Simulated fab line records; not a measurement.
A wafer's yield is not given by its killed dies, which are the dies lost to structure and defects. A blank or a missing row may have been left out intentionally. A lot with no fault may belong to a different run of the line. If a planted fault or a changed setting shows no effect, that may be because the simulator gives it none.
Matching of chambers    flow gf180mcu    3 sister chambers for GF_V5_CVD_02 on pecvd-04
The step deposits SiO2 from TEOS, target thk 1450 nm, time 163.28 s. 14 wafers are shown with their chamber, then 7 later ones without.

WAFERS, EACH WITH ITS CHAMBER
wafer   chamber  heaterPowerW (W)  heaterPowerOuterW (W)
L277.2  0        858               504
L277.3  1        521               329
L277.5  1        431               247
L278.2  0        801               475
L278.3  2        562               289
L278.5  2        669               357
L281.2  2        713               388
L281.3  1        540               335
L281.4  1        430               252
L295.2  2        653               353
L295.3  1        516               308
L295.4  1        543               351
L296.2  2        663               354
L296.3  1        544               339

SIGNATURES (averages over the wafers above)
reading            chamber 0  chamber 1  chamber 2  scatter within a chamber
heaterPowerW       829.50     503.57     652.00     51.8
heaterPowerOuterW  489.50     308.71     348.20     38.7
Rule: distance of a wafer from a chamber = root of the sum over the readings of ((wafer's reading minus chamber's mean) / reading's scatter) squared. The wafer belongs to the nearest chamber; if the next one is less than 2 further off, it can't be placed. How the scatter is found: for the shown wafers, subtract from each reading the mean of its chamber, square and add these, divide the total by (wafers less chambers), then take the root.

WAFERS WHOSE CHAMBER IS MISSING
wafer   heaterPowerW (W)  heaterPowerOuterW (W)
L296.4  707               401
L298.1  755               413
L298.5  524               324
L298.6  856               487
L299.1  668               347
L299.4  717               385
L299.5  541               317

CHAMBER TAKEN BY EACH
wafer   from the rows above      in truth
L296.4  can't be placed: 2 or 0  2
L298.1  can't be placed: 0 or 2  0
L298.5  can't be placed: 1 or 2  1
L298.6  0                        0
L299.1  2                        2
L299.4  can't be placed: 2 or 0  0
L299.5  can't be placed: 1 or 2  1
Placed correctly: 2 of 7. Can't be placed from these rows: 5 (the true chamber is among the candidates in 5). Wrongly placed: 0.
